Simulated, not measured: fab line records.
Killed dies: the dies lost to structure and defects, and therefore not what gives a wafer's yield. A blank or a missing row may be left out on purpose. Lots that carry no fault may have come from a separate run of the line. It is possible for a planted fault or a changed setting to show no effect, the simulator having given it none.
Which tool is to blame? / flow sfqLine / Sampling: 14 lots, 42 wafers, 4 of 325 route steps

== WHAT THE GAUGES READ, wafer by wafer ==
The record lacks any reading of a measuring or inspecting step that a usual standard deviation could be used to judge.

== WHAT TOOL EACH LOT RAN ON (gives the tool, then ch and the chambers of the sampled wafers, and finally the start) ==
lot=L235; SFQ_TRILAYER_I1_VIA_LITHO_PEB_052=lithoTrack-01 ch 0, day 23 03:14; SFQ_TRILAYER_JJ_TRILAYER_DEP_SPUTTER_110=pvdSputter-04, day 45 01:12; SFQ_TRILAYER_I5_STRIP_STRIP_148=rieMetal-01 ch 0,1, day 60 11:30; SFQ_TRILAYER_I7_METRO_MEASURE_185=filmMetro-02, day 68 08:25
lot=L236; SFQ_TRILAYER_I1_VIA_LITHO_PEB_052=lithoTrack-01 ch 0, day 23 18:51; SFQ_TRILAYER_JJ_TRILAYER_DEP_SPUTTER_110=pvdSputter-04, day 45 06:07; SFQ_TRILAYER_I5_STRIP_STRIP_148=rieMetal-01 ch 0,1, day 60 15:06; SFQ_TRILAYER_I7_METRO_MEASURE_185=filmMetro-03, day 68 09:50
lot=L238; SFQ_TRILAYER_I1_VIA_LITHO_PEB_052=lithoTrack-03 ch 0, day 25 03:14; SFQ_TRILAYER_JJ_TRILAYER_DEP_SPUTTER_110=pvdSputter-06, day 46 01:13; SFQ_TRILAYER_I5_STRIP_STRIP_148=rieMetal-01 ch 0,1, day 60 19:54; SFQ_TRILAYER_I7_METRO_MEASURE_185=filmMetro-02, day 68 12:38
lot=L240; SFQ_TRILAYER_I1_VIA_LITHO_PEB_052=lithoTrack-03, day 25 12:48; SFQ_TRILAYER_JJ_TRILAYER_DEP_SPUTTER_110=pvdSputter-06, day 51 18:14; SFQ_TRILAYER_I5_STRIP_STRIP_148=rieMetal-04 ch 1, day 63 07:05; SFQ_TRILAYER_I7_METRO_MEASURE_185=filmMetro-01, day 68 18:26
lot=L241; SFQ_TRILAYER_I1_VIA_LITHO_PEB_052=lithoTrack-03, day 26 11:47; SFQ_TRILAYER_JJ_TRILAYER_DEP_SPUTTER_110=pvdSputter-04, day 52 22:31; SFQ_TRILAYER_I5_STRIP_STRIP_148=rieMetal-04 ch 0,1, day 65 17:53; SFQ_TRILAYER_I7_METRO_MEASURE_185=filmMetro-01, day 70 11:53
lot=L244; SFQ_TRILAYER_I1_VIA_LITHO_PEB_052=lithoTrack-01 ch 0, day 27 02:40; SFQ_TRILAYER_JJ_TRILAYER_DEP_SPUTTER_110=pvdSputter-06, day 56 17:26; SFQ_TRILAYER_I5_STRIP_STRIP_148=rieMetal-01 ch 0,1, day 68 19:02; SFQ_TRILAYER_I7_METRO_MEASURE_185=filmMetro-01, day 72 08:46
lot=L245; SFQ_TRILAYER_I1_VIA_LITHO_PEB_052=lithoTrack-03 ch 0, day 27 09:18; SFQ_TRILAYER_JJ_TRILAYER_DEP_SPUTTER_110=pvdSputter-04, day 57 03:11; SFQ_TRILAYER_I5_STRIP_STRIP_148=rieMetal-02 ch 0,1, day 68 20:02; SFQ_TRILAYER_I7_METRO_MEASURE_185=filmMetro-02, day 72 15:42
lot=L246; SFQ_TRILAYER_I1_VIA_LITHO_PEB_052=lithoTrack-02 ch 0, day 34 05:30; SFQ_TRILAYER_JJ_TRILAYER_DEP_SPUTTER_110=pvdSputter-05, day 57 06:46; SFQ_TRILAYER_I5_STRIP_STRIP_148=rieMetal-02 ch 0,1, day 68 21:26; SFQ_TRILAYER_I7_METRO_MEASURE_185=filmMetro-02, day 73 20:23
lot=L247; SFQ_TRILAYER_I1_VIA_LITHO_PEB_052=lithoTrack-02 ch 0, day 34 13:50; SFQ_TRILAYER_JJ_TRILAYER_DEP_SPUTTER_110=pvdSputter-06, day 57 12:48; SFQ_TRILAYER_I5_STRIP_STRIP_148=rieMetal-04 ch 1, day 69 05:38; SFQ_TRILAYER_I7_METRO_MEASURE_185=filmMetro-01, day 74 12:39
lot=L248; SFQ_TRILAYER_I1_VIA_LITHO_PEB_052=lithoTrack-01 ch 0, day 35 06:33; SFQ_TRILAYER_JJ_TRILAYER_DEP_SPUTTER_110=pvdSputter-04, day 57 19:05; SFQ_TRILAYER_I5_STRIP_STRIP_148=rieMetal-04 ch 0,1, day 69 10:26; SFQ_TRILAYER_I7_METRO_MEASURE_185=filmMetro-02, day 74 19:49
lot=L252; SFQ_TRILAYER_I1_VIA_LITHO_PEB_052=lithoTrack-03 ch 0, day 36 06:41; SFQ_TRILAYER_JJ_TRILAYER_DEP_SPUTTER_110=pvdSputter-04, day 64 16:44; SFQ_TRILAYER_I5_STRIP_STRIP_148=rieMetal-04 ch 1, day 70 10:17; SFQ_TRILAYER_I7_METRO_MEASURE_185=filmMetro-03, day 76 01:26
lot=L253; SFQ_TRILAYER_I1_VIA_LITHO_PEB_052=lithoTrack-02 ch 0, day 37 00:42; SFQ_TRILAYER_JJ_TRILAYER_DEP_SPUTTER_110=pvdSputter-04, day 65 05:31; SFQ_TRILAYER_I5_STRIP_STRIP_148=rieMetal-04 ch 0, day 70 17:29; SFQ_TRILAYER_I7_METRO_MEASURE_185=filmMetro-01, day 77 11:34
lot=L254; SFQ_TRILAYER_I1_VIA_LITHO_PEB_052=lithoTrack-03 ch 0, day 37 10:17; SFQ_TRILAYER_JJ_TRILAYER_DEP_SPUTTER_110=pvdSputter-05, day 65 16:19; SFQ_TRILAYER_I5_STRIP_STRIP_148=rieMetal-01 ch 0,1, day 71 07:53; SFQ_TRILAYER_I7_METRO_MEASURE_185=filmMetro-03, day 80 14:25
lot=L255; SFQ_TRILAYER_I1_VIA_LITHO_PEB_052=lithoTrack-02 ch 0, day 37 13:53; SFQ_TRILAYER_JJ_TRILAYER_DEP_SPUTTER_110=pvdSputter-04, day 65 19:55; SFQ_TRILAYER_I5_STRIP_STRIP_148=rieMetal-04 ch 0,1, day 71 09:13; SFQ_TRILAYER_I7_METRO_MEASURE_185=filmMetro-02, day 80 17:25
- SFQ_TRILAYER_I1_VIA_LITHO_PEB_052: peb time 60 s.
- SFQ_TRILAYER_JJ_TRILAYER_DEP_SPUTTER_110: material Al, target thk 8 nm, time 10 s.
- SFQ_TRILAYER_I5_STRIP_STRIP_148: strips in O2.
- SFQ_TRILAYER_I7_METRO_MEASURE_185

== AS READ BY THE TOOLS THEMSELVES (means over the sampled wafers that have a number; for cases with no such wafer, the mark the record gives instead) ==
SFQ_TRILAYER_I1_VIA_LITHO_PEB_052. Usual: chillPlateTempC 23.01 C, standard deviation 0.095; exhaustPa 44.9 Pa, standard deviation 0.87.
lot=L235; tool=lithoTrack-01; chillPlateTempC (C)=22.96; exhaustPa (Pa)=45.8; flag=
lot=L236; tool=lithoTrack-01; chillPlateTempC (C)=23.15; exhaustPa (Pa)=44.7; flag=
lot=L238; tool=lithoTrack-03; chillPlateTempC (C)=23.06; exhaustPa (Pa)=44.4; flag=
lot=L240; tool=lithoTrack-03; chillPlateTempC (C)=-; exhaustPa (Pa)=-; flag=OFF
lot=L241; tool=lithoTrack-03; chillPlateTempC (C)=-; exhaustPa (Pa)=-; flag=OFF
lot=L244; tool=lithoTrack-01; chillPlateTempC (C)=23.11; exhaustPa (Pa)=44.9; flag=
lot=L245; tool=lithoTrack-03; chillPlateTempC (C)=22.87; exhaustPa (Pa)=44.5; flag=
lot=L246; tool=lithoTrack-02; chillPlateTempC (C)=23.07; exhaustPa (Pa)=45.8; flag=
lot=L247; tool=lithoTrack-02; chillPlateTempC (C)=23.08; exhaustPa (Pa)=45.0; flag=
lot=L248; tool=lithoTrack-01; chillPlateTempC (C)=23.07; exhaustPa (Pa)=45.1; flag=
lot=L252; tool=lithoTrack-03; chillPlateTempC (C)=23.02; exhaustPa (Pa)=44.6; flag=
lot=L253; tool=lithoTrack-02; chillPlateTempC (C)=22.97; exhaustPa (Pa)=44.9; flag=
lot=L254; tool=lithoTrack-03; chillPlateTempC (C)=22.99; exhaustPa (Pa)=44.1; flag=
lot=L255; tool=lithoTrack-02; chillPlateTempC (C)=22.92; exhaustPa (Pa)=45.3; flag=

SFQ_TRILAYER_JJ_TRILAYER_DEP_SPUTTER_110. Usual: throttleValvePct at 29.8 %, with a standard deviation of 1.1.
lot=L235; tool=pvdSputter-04; throttleValvePct (%)=30.1; flag=
lot=L236; tool=pvdSputter-04; throttleValvePct (%)=30.2; flag=
lot=L238; tool=pvdSputter-06; throttleValvePct (%)=30.3; flag=
lot=L240; tool=pvdSputter-06; throttleValvePct (%)=28.7; flag=
lot=L241; tool=pvdSputter-04; throttleValvePct (%)=30.5; flag=
lot=L244; tool=pvdSputter-06; throttleValvePct (%)=29.1; flag=
lot=L245; tool=pvdSputter-04; throttleValvePct (%)=30.1; flag=
lot=L246; tool=pvdSputter-05; throttleValvePct (%)=30.3; flag=
lot=L247; tool=pvdSputter-06; throttleValvePct (%)=30.0; flag=
lot=L248; tool=pvdSputter-04; throttleValvePct (%)=31.0; flag=
lot=L252; tool=pvdSputter-04; throttleValvePct (%)=30.7; flag=
lot=L253; tool=pvdSputter-04; throttleValvePct (%)=29.8; flag=
lot=L254; tool=pvdSputter-05; throttleValvePct (%)=30.5; flag=
lot=L255; tool=pvdSputter-04; throttleValvePct (%)=30.4; flag=

SFQ_TRILAYER_I5_STRIP_STRIP_148. Usual: drypumpMotorCurrentA 5.6 A, standard deviation 0.53; oesProductAu 0.994 a.u., standard deviation 0.0089.
lot=L235; tool=rieMetal-01; drypumpMotorCurrentA (A)=6.0; oesProductAu (a.u.)=0.999; flag=
lot=L236; tool=rieMetal-01; drypumpMotorCurrentA (A)=6.0; oesProductAu (a.u.)=0.985; flag=
lot=L238; tool=rieMetal-01; drypumpMotorCurrentA (A)=5.9; oesProductAu (a.u.)=0.999; flag=
lot=L240; tool=rieMetal-04; drypumpMotorCurrentA (A)=5.0; oesProductAu (a.u.)=0.991; flag=
lot=L241; tool=rieMetal-04; drypumpMotorCurrentA (A)=5.4; oesProductAu (a.u.)=0.991; flag=
lot=L244; tool=rieMetal-01; drypumpMotorCurrentA (A)=6.0; oesProductAu (a.u.)=0.989; flag=
lot=L245; tool=rieMetal-02; drypumpMotorCurrentA (A)=5.2; oesProductAu (a.u.)=1.000; flag=
lot=L246; tool=rieMetal-02; drypumpMotorCurrentA (A)=5.6; oesProductAu (a.u.)=1.002; flag=
lot=L247; tool=rieMetal-04; drypumpMotorCurrentA (A)=5.0; oesProductAu (a.u.)=0.992; flag=
lot=L248; tool=rieMetal-04; drypumpMotorCurrentA (A)=5.9; oesProductAu (a.u.)=0.993; flag=
lot=L252; tool=rieMetal-04; drypumpMotorCurrentA (A)=5.0; oesProductAu (a.u.)=0.981; flag=
lot=L253; tool=rieMetal-04; drypumpMotorCurrentA (A)=6.2; oesProductAu (a.u.)=0.999; flag=
lot=L254; tool=rieMetal-01; drypumpMotorCurrentA (A)=5.9; oesProductAu (a.u.)=1.001; flag=
lot=L255; tool=rieMetal-04; drypumpMotorCurrentA (A)=5.8; oesProductAu (a.u.)=0.993; flag=

SFQ_TRILAYER_I7_METRO_MEASURE_185. Usual: thkNm at 199.4 nm, with a standard deviation of 1.4.
lot=L235; tool=filmMetro-02; thkNm (nm)=199.6; flag=
lot=L236; tool=filmMetro-03; thkNm (nm)=197.4; flag=
lot=L238; tool=filmMetro-02; thkNm (nm)=199.9; flag=
lot=L240; tool=filmMetro-01; thkNm (nm)=198.3; flag=
lot=L241; tool=filmMetro-01; thkNm (nm)=198.9; flag=
lot=L244; tool=filmMetro-01; thkNm (nm)=200.0; flag=
lot=L245; tool=filmMetro-02; thkNm (nm)=199.5; flag=
lot=L246; tool=filmMetro-02; thkNm (nm)=197.8; flag=
lot=L247; tool=filmMetro-01; thkNm (nm)=198.3; flag=
lot=L248; tool=filmMetro-02; thkNm (nm)=201.6; flag=
lot=L252; tool=filmMetro-03; thkNm (nm)=198.3; flag=
lot=L253; tool=filmMetro-01; thkNm (nm)=199.3; flag=
lot=L254; tool=filmMetro-03; thkNm (nm)=200.1; flag=
lot=L255; tool=filmMetro-02; thkNm (nm)=198.8; flag=

== THE ANSWER, worked out from the rows above alone ==
Rule: lot off if the mean of its wafers having a number is beyond 3 standard deviations from the usual mean. A lot without any number at a reading at which 4 lots or more have one is off too. Where the step has rows for the other lots, those lots are counted as sound. Order of review: gauges by route order, followed by the tools' own readings, for which a lot's mean as printed above is used. The first step at which some lot is off is used, and at that step the reading that is off furthest; a lot without a number counts as furthest.
Off at SFQ_TRILAYER_I1_VIA_LITHO_PEB_052 (chillPlateTempC): L240, L241. Without a number there: L240, L241.
If a tool, at that step or one of the process steps before it, ran each lot that is off and ran no sound lot following the first of them, it fits. Not one of the candidates tried fits.

== WHAT THE SIMULATOR HAD INSERTED ==
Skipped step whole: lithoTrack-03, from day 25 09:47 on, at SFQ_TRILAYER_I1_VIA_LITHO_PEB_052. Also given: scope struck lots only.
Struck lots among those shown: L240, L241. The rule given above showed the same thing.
